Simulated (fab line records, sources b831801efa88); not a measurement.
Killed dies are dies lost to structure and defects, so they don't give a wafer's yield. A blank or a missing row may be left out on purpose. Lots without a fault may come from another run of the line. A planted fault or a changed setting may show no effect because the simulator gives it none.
Chamber matching | flow sfq_line | SFQ_TRILAYER_I2_DEP_PECVD_063 on pecvd-02: 3 sister chambers
The step deposits SiO2 from SiH4/N2O, time 111.11 s, target thk 500 nm. 14 wafers are shown with their chamber, then 7 later ones without.

WAFERS WITH THEIR CHAMBER
wafer  | chamber | throttle_valve_pct (%) | heater_power_w (W)
L138.1 | 2       | 24.1                   | 65
L138.2 | 1       | 25.1                   | 60
L138.5 | 2       | 24.1                   | 68
L139.4 | 1       | 25.3                   | 63
L139.5 | 0       | 28.6                   | 86
L139.6 | 2       | 24.1                   | 71
L141.1 | 2       | 24.0                   | 62
L141.2 | 1       | 25.0                   | 56
L141.4 | 0       | 28.6                   | 86
L150.2 | 0       | 28.4                   | 81
L150.4 | 0       | 28.5                   | 81
L150.6 | 2       | 24.0                   | 69
L152.3 | 2       | 24.1                   | 70
L152.5 | 1       | 25.1                   | 62

SIGNATURES (means of the wafers above)
reading            | chamber 0 | chamber 1 | chamber 2 | scatter within a chamber
throttle_valve_pct | 28.525    | 25.125    | 24.067    | 0.0896
heater_power_w     | 83.50     | 60.25     | 67.50     | 3.18
Rule: a wafer's distance from a chamber is the root of the sum, over the readings, of the square of ((its reading less the chamber's mean) divided by the reading's scatter). The wafer belongs to the nearest chamber; if the next one is less than 2 further off, it can't be placed. The scatter: the root of (the sum of the squares of (reading less its chamber's mean) over the shown wafers, divided by (wafers less chambers)).

WAFERS WITHOUT THEIR CHAMBER
wafer  | throttle_valve_pct (%) | heater_power_w (W)
L152.6 | 28.4                   | 84
L157.2 | 23.5                   | 62
L157.4 | 23.3                   | 66
L157.6 | 22.7                   | 52
L158.1 | 22.6                   | 64
L158.3 | 23.0                   | 90
L158.5 | 22.5                   | 51

WHICH CHAMBER EACH WENT THROUGH
wafer  | from the rows above | in truth
L152.6 | 0                   | 0
L157.2 | 2                   | 2
L157.4 | 2                   | 2
L157.6 | 2                   | 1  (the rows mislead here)
L158.1 | 2                   | 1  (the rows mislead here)
L158.3 | 2                   | 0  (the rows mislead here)
L158.5 | 2                   | 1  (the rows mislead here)
Placed correctly: 3 of 7. Can't be placed from these rows: 0. Placed wrongly: 4.
